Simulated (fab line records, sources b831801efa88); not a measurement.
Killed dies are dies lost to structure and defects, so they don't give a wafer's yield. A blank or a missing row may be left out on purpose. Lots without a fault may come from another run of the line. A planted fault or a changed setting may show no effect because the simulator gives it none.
Chamber matching | flow sky130 | SKY_POLY_GATE_ETCH_17 on rie_si-01: 4 sister chambers
The step etches poly-Si in HBr/Cl2, stops on SiO2, target depth 180 nm, time 70.5 s. 14 wafers are shown with their chamber, then 7 later ones without.

WAFERS WITH THEIR CHAMBER
wafer  | chamber | drypump_motor_current_A (A) | throttle_valve_pct (%) | oes_product_au (a.u.)
L211.1 | 3       | 5.8                         | 33.676                 | 0.992
L211.2 | 1       | 6.2                         | 33.689                 | 0.976
L211.4 | 2       | 5.3                         | 33.692                 | 0.980
L216.2 | 2       | 5.3                         | 33.679                 | 0.979
L216.3 | 3       | 5.8                         | 33.666                 | 0.982
L216.6 | 3       | 5.8                         | 33.685                 | 0.981
L217.2 | 0       | 5.8                         | 33.676                 | 0.995
L217.3 | 2       | 5.3                         | 33.680                 | 0.986
L217.5 | 2       | 5.2                         | 33.670                 | 0.983
L219.3 | 2       | 5.2                         | 33.678                 | 0.983
L219.4 | 0       | 5.8                         | 33.678                 | 0.981
L219.6 | 1       | 6.2                         | 33.683                 | 0.980
L225.3 | 2       | 5.2                         | 33.681                 | 0.987
L225.5 | 1       | 6.2                         | 33.703                 | 0.985

SIGNATURES (means of the wafers above)
reading                 | chamber 0 | chamber 1 | chamber 2 | chamber 3 | scatter within a chamber
drypump_motor_current_A | 5.800     | 6.200     | 5.250     | 5.800     | 0.0387
throttle_valve_pct      | 33.67700  | 33.69167  | 33.68000  | 33.67567  | 0.00802
oes_product_au          | 0.98800   | 0.98033   | 0.98300   | 0.98500   | 0.00513
Rule: a wafer's distance from a chamber is the root of the sum, over the readings, of the square of ((its reading less the chamber's mean) divided by the reading's scatter). The wafer belongs to the nearest chamber; if the next one is less than 2 further off, it can't be placed. The scatter: the root of (the sum of the squares of (reading less its chamber's mean) over the shown wafers, divided by (wafers less chambers)).

WAFERS WITHOUT THEIR CHAMBER
wafer  | drypump_motor_current_A (A) | throttle_valve_pct (%) | oes_product_au (a.u.)
L225.6 | 5.3                         | 33.679                 | 0.993
L228.1 | 5.8                         | 33.683                 | 0.988
L228.3 | 6.2                         | 33.674                 | 0.985
L228.6 | 5.8                         | 33.686                 | 0.976
L227.2 | 5.8                         | 33.693                 | 0.994
L227.3 | 5.8                         | 33.689                 | 0.987
L227.4 | 6.3                         | 33.669                 | 0.982

WHICH CHAMBER EACH WENT THROUGH
wafer  | from the rows above     | in truth
L225.6 | 2                       | 2
L228.1 | can't be placed: 0 or 3 | 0
L228.3 | 1                       | 1
L228.6 | can't be placed: 3 or 0 | 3
L227.2 | can't be placed: 0 or 3 | 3
L227.3 | can't be placed: 0 or 3 | 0
L227.4 | 1                       | 1
Placed correctly: 3 of 7. Can't be placed from these rows: 4 (the true chamber is among the candidates in 4). Placed wrongly: 0.
